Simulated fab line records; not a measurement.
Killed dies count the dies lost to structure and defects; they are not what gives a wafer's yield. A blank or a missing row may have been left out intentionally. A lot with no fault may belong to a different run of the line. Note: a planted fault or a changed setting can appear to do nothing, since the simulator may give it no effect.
Which of the tools did it? || flow gf180mcu || Sampling: 13 lots, 39 wafers, 4 of 602 route steps

## WHAT THE GAUGES READ, wafer by wafer
GF_PSD_CD_MEAS_07: target cd 400 nm.
{"lot": "L697", "measured": "day 14 20:17", "on": "cdSem-01", "cdNm (nm)": "398.9 403.7 400.9"}
{"lot": "L698", "measured": "day 15 03:02", "on": "cdSem-02", "cdNm (nm)": "402.4 401.0 399.5"}
{"lot": "L699", "measured": "day 15 11:52", "on": "cdSem-01", "cdNm (nm)": "404.1 402.6 403.3"}
{"lot": "L700", "measured": "day 15 17:46", "on": "cdSem-01", "cdNm (nm)": "399.9 399.9 398.0"}
{"lot": "L701", "measured": "day 15 23:55", "on": "cdSem-02", "cdNm (nm)": "399.6 398.9 398.5"}
{"lot": "L702", "measured": "day 16 10:55", "on": "cdSem-01", "cdNm (nm)": "399.7 399.6 398.7"}
{"lot": "L703", "measured": "day 17 00:01", "on": "cdSem-02", "cdNm (nm)": "398.5 396.7 397.8"}
{"lot": "L704", "measured": "day 17 06:55", "on": "cdSem-02", "cdNm (nm)": "398.7 402.4 401.4"}
{"lot": "L705", "measured": "day 17 14:52", "on": "cdSem-02", "cdNm (nm)": "397.0 398.7 399.8"}
{"lot": "L706", "measured": "day 17 22:21", "on": "cdSem-01", "cdNm (nm)": "399.7 402.9 403.3"}
{"lot": "L707", "measured": "day 18 06:09", "on": "cdSem-01", "cdNm (nm)": "398.3 399.5 398.5"}
{"lot": "L719", "measured": "day 22 10:42", "on": "cdSem-02", "cdNm (nm)": "401.8 400.8 399.4"}
{"lot": "L720", "measured": "day 22 16:39", "on": "cdSem-01", "cdNm (nm)": "399.3 399.3 398.2"}

GF_SAB_THK_MEAS_01.
{"lot": "L697", "measured": "day 14 21:08", "on": "filmMetro-01", "SAB_CVD_00_THK (nm)": "49.6 50.0 49.8"}
{"lot": "L698", "measured": "day 15 03:53", "on": "filmMetro-04", "SAB_CVD_00_THK (nm)": "49.2 49.3 50.2"}
{"lot": "L699", "measured": "day 15 12:44", "on": "filmMetro-04", "SAB_CVD_00_THK (nm)": "49.7 49.8 49.4"}
{"lot": "L700", "measured": "day 15 18:37", "on": "filmMetro-01", "SAB_CVD_00_THK (nm)": "49.2 50.0 49.6"}
{"lot": "L701", "measured": "day 16 00:46", "on": "filmMetro-01", "SAB_CVD_00_THK (nm)": "49.8 49.8 49.9"}
{"lot": "L702", "measured": "day 16 11:46", "on": "filmMetro-04", "SAB_CVD_00_THK (nm)": "49.1 48.7 50.3"}
{"lot": "L703", "measured": "day 17 00:53", "on": "filmMetro-04", "SAB_CVD_00_THK (nm)": "49.4 48.9 49.5"}
{"lot": "L704", "measured": "day 17 07:47", "on": "filmMetro-04", "SAB_CVD_00_THK (nm)": "49.4 49.9 49.4"}
{"lot": "L705", "measured": "day 17 15:43", "on": "filmMetro-03", "SAB_CVD_00_THK (nm)": "49.9 50.6 50.3"}
{"lot": "L706", "measured": "day 17 23:23", "on": "filmMetro-04", "SAB_CVD_00_THK (nm)": "49.5 49.8 50.3"}
{"lot": "L707", "measured": "day 18 07:00", "on": "filmMetro-03", "SAB_CVD_00_THK (nm)": "49.3 49.6 50.1"}
{"lot": "L719", "measured": "day 22 11:33", "on": "filmMetro-01", "SAB_CVD_00_THK (nm)": "48.5 48.4 49.8"}
{"lot": "L720", "measured": "day 22 17:30", "on": "filmMetro-04", "SAB_CVD_00_THK (nm)": "49.1 49.6 50.2"}

## WHAT TOOL EACH LOT RAN ON (gives the tool, then ch and the chambers of the sampled wafers, and finally the start)
{"lot": "L697", "GF_POLY_GATE_ETCH_13": "rieSi-01 ch 0,1,2, day 9 15:41", "GF_POLY_GATE_STRIP_14": "plasmaAsher-02 ch 0,1, day 9 15:44"}
{"lot": "L698", "GF_POLY_GATE_ETCH_13": "rieSi-01 ch 0,1, day 9 21:08", "GF_POLY_GATE_STRIP_14": "plasmaAsher-02 ch 0,1, day 9 21:11"}
{"lot": "L699", "GF_POLY_GATE_ETCH_13": "rieSi-01 ch 0,2,3, day 10 03:11", "GF_POLY_GATE_STRIP_14": "plasmaAsher-02 ch 0,1, day 10 03:14"}
{"lot": "L700", "GF_POLY_GATE_ETCH_13": "rieSi-01 ch 0,2,3, day 10 09:09", "GF_POLY_GATE_STRIP_14": "plasmaAsher-01 ch 0,1, day 10 09:14"}
{"lot": "L701", "GF_POLY_GATE_ETCH_13": "rieSi-01 ch 1,2,3, day 10 14:05", "GF_POLY_GATE_STRIP_14": "plasmaAsher-02 ch 0,1, day 10 14:11"}
{"lot": "L702", "GF_POLY_GATE_ETCH_13": "rieSi-02 ch 0,1,2, day 11 00:47", "GF_POLY_GATE_STRIP_14": "plasmaAsher-03 ch 0,1, day 11 00:50"}
{"lot": "L703", "GF_POLY_GATE_ETCH_13": "rieSi-01 ch 1,2,3, day 11 09:35", "GF_POLY_GATE_STRIP_14": "plasmaAsher-03 ch 0,1, day 11 09:38"}
{"lot": "L704", "GF_POLY_GATE_ETCH_13": "rieSi-01 ch 1,2,3, day 11 17:07", "GF_POLY_GATE_STRIP_14": "plasmaAsher-01 ch 0,1, day 11 17:10"}
{"lot": "L705", "GF_POLY_GATE_ETCH_13": "rieSi-02 ch 0,1,3, day 12 00:17", "GF_POLY_GATE_STRIP_14": "plasmaAsher-01 ch 0,1, day 12 00:22"}
{"lot": "L706", "GF_POLY_GATE_ETCH_13": "rieSi-02 ch 0,2, day 12 05:29", "GF_POLY_GATE_STRIP_14": "plasmaAsher-03 ch 0, day 12 05:32"}
{"lot": "L707", "GF_POLY_GATE_ETCH_13": "rieSi-02 ch 0,2, day 12 11:56", "GF_POLY_GATE_STRIP_14": "plasmaAsher-03 ch 0,1, day 12 11:59"}
{"lot": "L719", "GF_POLY_GATE_ETCH_13": "rieSi-02 ch 0,2,3, day 16 03:44", "GF_POLY_GATE_STRIP_14": "plasmaAsher-02 ch 0,1, day 16 03:47"}
{"lot": "L720", "GF_POLY_GATE_ETCH_13": "rieSi-02 ch 0,1,3, day 16 10:41", "GF_POLY_GATE_STRIP_14": "plasmaAsher-01 ch 0,1, day 16 10:44"}
- GF_POLY_GATE_ETCH_13: etches poly-Si in HBr/Cl2, stops on SiO2, target depth 198.5 nm, time 69.6 s.
- GF_POLY_GATE_STRIP_14: strips in O2/N2.

## WHAT THE TOOLS THEMSELVES READ (means of the sampled wafers that have a number; where no wafer has one, the mark that the record gives instead)
GF_POLY_GATE_ETCH_13.
{"lot": "L697", "tool": "rieSi-01", "drypumpMotorCurrentA (A)": 5.4, "oesProductAu (a.u.)": 0.994, "throttleValvePct (%)": 33.682}
{"lot": "L698", "tool": "rieSi-01", "drypumpMotorCurrentA (A)": 5.1, "oesProductAu (a.u.)": 0.988, "throttleValvePct (%)": 33.690}
{"lot": "L699", "tool": "rieSi-01", "drypumpMotorCurrentA (A)": 5.6, "oesProductAu (a.u.)": 0.994, "throttleValvePct (%)": 33.684}
{"lot": "L700", "tool": "rieSi-01", "drypumpMotorCurrentA (A)": 5.6, "oesProductAu (a.u.)": 0.997, "throttleValvePct (%)": 33.686}
{"lot": "L701", "tool": "rieSi-01", "drypumpMotorCurrentA (A)": 5.7, "oesProductAu (a.u.)": 0.980, "throttleValvePct (%)": 33.684}
{"lot": "L702", "tool": "rieSi-02", "drypumpMotorCurrentA (A)": 5.6, "oesProductAu (a.u.)": 0.993, "throttleValvePct (%)": 33.685}
{"lot": "L703", "tool": "rieSi-01", "drypumpMotorCurrentA (A)": 5.6, "oesProductAu (a.u.)": 0.989, "throttleValvePct (%)": 33.684}
{"lot": "L704", "tool": "rieSi-01", "drypumpMotorCurrentA (A)": 5.7, "oesProductAu (a.u.)": 0.995, "throttleValvePct (%)": 33.696}
{"lot": "L705", "tool": "rieSi-02", "drypumpMotorCurrentA (A)": 5.6, "oesProductAu (a.u.)": 0.995, "throttleValvePct (%)": 33.683}
{"lot": "L706", "tool": "rieSi-02", "drypumpMotorCurrentA (A)": 5.6, "oesProductAu (a.u.)": 0.990, "throttleValvePct (%)": 33.684}
{"lot": "L707", "tool": "rieSi-02", "drypumpMotorCurrentA (A)": 5.6, "oesProductAu (a.u.)": 0.866, "throttleValvePct (%)": 33.694}
{"lot": "L719", "tool": "rieSi-02", "drypumpMotorCurrentA (A)": 5.6, "oesProductAu (a.u.)": 1.003, "throttleValvePct (%)": 33.688}
{"lot": "L720", "tool": "rieSi-02", "drypumpMotorCurrentA (A)": 5.6, "oesProductAu (a.u.)": 0.995, "throttleValvePct (%)": 33.676}

GF_POLY_GATE_STRIP_14.
{"lot": "L697", "tool": "plasmaAsher-02", "drypumpMotorCurrentA (A)": 5.89, "heaterPowerW (W)": 357, "oesProductAu (a.u.)": 0.504}
{"lot": "L698", "tool": "plasmaAsher-02", "drypumpMotorCurrentA (A)": 5.56, "heaterPowerW (W)": 345, "oesProductAu (a.u.)": 0.504}
{"lot": "L699", "tool": "plasmaAsher-02", "drypumpMotorCurrentA (A)": 5.90, "heaterPowerW (W)": 359, "oesProductAu (a.u.)": 0.507}
{"lot": "L700", "tool": "plasmaAsher-01", "drypumpMotorCurrentA (A)": 5.35, "heaterPowerW (W)": 350, "oesProductAu (a.u.)": 0.507}
{"lot": "L701", "tool": "plasmaAsher-02", "drypumpMotorCurrentA (A)": 5.89, "heaterPowerW (W)": 355, "oesProductAu (a.u.)": 0.508}
{"lot": "L702", "tool": "plasmaAsher-03", "drypumpMotorCurrentA (A)": 5.65, "heaterPowerW (W)": 312, "oesProductAu (a.u.)": 0.507}
{"lot": "L703", "tool": "plasmaAsher-03", "drypumpMotorCurrentA (A)": 5.65, "heaterPowerW (W)": 310, "oesProductAu (a.u.)": 0.504}
{"lot": "L704", "tool": "plasmaAsher-01", "drypumpMotorCurrentA (A)": 5.36, "heaterPowerW (W)": 352, "oesProductAu (a.u.)": 0.501}
{"lot": "L705", "tool": "plasmaAsher-01", "drypumpMotorCurrentA (A)": 5.35, "heaterPowerW (W)": 352, "oesProductAu (a.u.)": 0.507}
{"lot": "L706", "tool": "plasmaAsher-03", "drypumpMotorCurrentA (A)": 5.72, "heaterPowerW (W)": 332, "oesProductAu (a.u.)": 0.504}
{"lot": "L707", "tool": "plasmaAsher-03", "drypumpMotorCurrentA (A)": 5.65, "heaterPowerW (W)": 314, "oesProductAu (a.u.)": 0.496}
{"lot": "L719", "tool": "plasmaAsher-02", "drypumpMotorCurrentA (A)": 5.58, "heaterPowerW (W)": 345, "oesProductAu (a.u.)": 0.506}
{"lot": "L720", "tool": "plasmaAsher-01", "drypumpMotorCurrentA (A)": 5.36, "heaterPowerW (W)": 344, "oesProductAu (a.u.)": 0.504}

## THE ANSWER, worked out from the rows above alone
Rule: what is usual is taken from the lots themselves. Put in order of their means at a reading, lots are off if they are a third of the lots or fewer, leave a main group of 4 or more, and stand apart from it by a gap of 3 or more times the standard deviation of the main group's means; of several such gaps the widest counts. If all means in a main group match to the digits the tables above print for the reading, that group is not used. A lot without any number at a reading at which 4 lots or more have one is off too. All remaining lots with rows at the step are treated as sound. The gauges are gone through in route order, then the tools' own readings, and for those a lot's mean is taken as printed above. The first step at which some lot is off is used, and at that step the reading that is off furthest; a lot without a number counts as furthest.
Off: L707 (GF_POLY_GATE_ETCH_13, oesProductAu). For the main group the mean is 0.993 a.u. and the standard deviation 0.0054.
A tool fits if, at that step or a process step before it, it ran every lot that is off, and no sound lot after the first of them. None of those tried fits.

## WHAT THE SIMULATOR HAD PUT IN
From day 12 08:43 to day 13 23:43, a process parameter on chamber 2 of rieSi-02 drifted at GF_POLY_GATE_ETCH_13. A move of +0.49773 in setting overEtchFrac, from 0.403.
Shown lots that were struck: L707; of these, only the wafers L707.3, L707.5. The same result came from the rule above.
